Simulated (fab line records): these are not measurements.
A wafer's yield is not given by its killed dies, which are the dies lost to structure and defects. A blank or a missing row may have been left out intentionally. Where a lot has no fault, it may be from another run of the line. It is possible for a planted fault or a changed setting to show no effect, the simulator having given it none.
A struck lot beside a sound one -- flow sky130 -- 17 out of 708 route steps
Sound: wafers L926.2, L926.5, L926.6. Wafers struck: L936.2, L936.5, L936.6. The cause comes at the end.
Order at every step that has rows: each side's tool, ch and its chambers, its first start. Under that, the readings that differ: sound wafers -- struck wafers -- difference of the means -- sigmas: that difference in standard deviations of wafers without a fault.
alike: words and numbers the same on both sides, and readings whose means are apart by under 2 such deviations; not compared: readings that were withheld, readings missing a value for some wafer, numbers with overlapping values and no deviation given by the record, and bounds like >300 which may hide the same value.
Wherever a step has rows on one side only, a row that says differs or no value, or a row with sigmas, the two part there. Non-overlapping numbers with no deviation appear without sigmas and do not part them. A reading that every wafer of one side lacks parts them only if that side has two wafers or more.

first, 1 step without rows for these wafers: SKY_VT_ADJUST_LVTN_IMPLANT_19.
SKY_VT_ADJUST_LVTN_STRIP_20: strips in O2/N2.
  sound on plasma asher-03 ch 0,1, day 7 13:05; struck on plasma asher-01 ch 0,1, day 10 08:22
  alike: chamber pressure mTorr, drypump motor current A, oes product au, strip time to endpoint s
  not compared: rf hours counter h
SKY_VT_ADJUST_LVTN_TW_MEAS_21:
  sound on film metro-01, day 7 13:12; struck on film metro-01, day 10 08:29
  alike: VT_ADJUST_LVTN_2_TW
then, 7 steps without rows for these wafers: SKY_VT_ADJUST_NCORE_DEHYDRATE_00 (time 60 s); SKY_VT_ADJUST_NCORE_HMDS_01 (prime time 60 s); SKY_VT_ADJUST_NCORE_COAT_02 (resist thk 1140 nm); SKY_VT_ADJUST_NCORE_SOFTBAKE_03 (time 60 s); SKY_VT_ADJUST_NCORE_EXPOSE_04 (exposes mask LVTN COMPLEMENT THIN, target cd 380 nm); SKY_VT_ADJUST_NCORE_PEB_05; SKY_VT_ADJUST_NCORE_DEVELOP_06 (develop time 58.67 s).
SKY_VT_ADJUST_NCORE_CD_MEAS_07: the cd target is 380 nm.
  sound on cd sem-02, day 8 10:13; struck on cd sem-02, day 11 07:07
  alike: cd nm
SKY_VT_ADJUST_NCORE_OVL_MEAS_08:
  sound on overlay-02, day 8 10:20; struck on overlay-01, day 11 07:14
  alike: VT_ADJUST_NCORE_OVL
SKY_VT_ADJUST_NCORE_IMPLANT_09:
  sound on implanter-03 ch 0, day 8 10:23; struck on implanter-02 ch 0, day 11 07:17
reading,sound,struck,difference,sigmas
beam energy keV,10.003 10.001 10.001,12.313 12.307 12.308,+2.308,+99 or more
model.implant.rp nm (nm),32.83 32.83 32.83,38.98 38.98 38.98,+6.15,
model.implant.drp nm (nm),17.11 17.11 17.11,19.86 19.86 19.86,+2.75,
SKY_VT_ADJUST_NCORE_STRIP_10: strips in O2/N2.
  sound on plasma asher-02 ch 0,1, day 8 10:31; struck on plasma asher-04 ch 0,1, day 11 07:25
  alike: chamber pressure mTorr, drypump motor current A, oes product au, strip time to endpoint s
  not compared: rf hours counter h
SKY_VT_ADJUST_NCORE_TW_MEAS_11:
  sound on film metro-04, day 8 10:37; struck on film metro-04, day 11 07:31
reading,sound,struck,difference,sigmas
VT_ADJUST_NCORE_TW,220.4 220.0 220.3,232.5 229.9 231.8,+11.2,+6
then, 1 step without rows for these wafers: SKY_VT_ADJUST_HVTR_DEHYDRATE_00 (time 60 s).
-- record jumps: 37 days separate the struck wafers' starts on either side; left off in module VT_ADJUST_HVTR, taken up again in module PAD_OPEN, whose first shown step is the route's number 708 --
SKY_PAD_OPEN_PROBE_99:
  sound on prober-02, day 45 16:40; struck on prober-01, day 48 01:29
reading,sound,struck,difference,sigmas
model.etest.nfet_16v.r on ohm um,1.44e+04 1.444e+04 1.436e+04,1.488e+04 1.482e+04 1.477e+04,+4.233e+02,
model.etest.res pwell under gate.rs ohm sq,2308 2289 2292,2252 2256 2275,-35,
model.etest.pfet g5v0d10v5.off log10 a um,-12.26 -12.47 -12.57,-12.12 -12.1 -11.96,+0.37,
model.etest.pfet g5v0d10v5.vt sat v (V),-0.6009 -0.628 -0.643,-0.5889 -0.5976 -0.5883,+0.0324,
model.etest.pfet_16v.vt v (V),-1.099 -1.108 -1.104,-1.084 -1.084 -1.085,+0.019,
model.etest.pfet g5v0d10v5.vt long v (V),-0.9274 -0.9425 -0.9374,-0.9205 -0.922 -0.9208,+0.0147,
model.etest.nfet_16v.body rise v (V),0.7032 0.7058 0.7083,0.7358 0.7352 0.7242,+0.0260,
  alike: killed_at_M0_to_M3, killed_at_M4_up, killed at contacts, killed at front end, killed at other, killed dies, killed open, killed short
  not compared: model.etest.pfet g5v0d10v5.vt v

## WHERE THEY PART
First at SKY_VT_ADJUST_NCORE_IMPLANT_09; last, within this record, at SKY_VT_ADJUST_NCORE_TW_MEAS_11. Later steps at which nothing parts them and some readings are alike: SKY_PAD_OPEN_PROBE_99.

WHY: whatever the simulator had introduced
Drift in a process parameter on implanter-02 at SKY_VT_ADJUST_NCORE_IMPLANT_09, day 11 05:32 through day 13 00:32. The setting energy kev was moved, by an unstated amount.
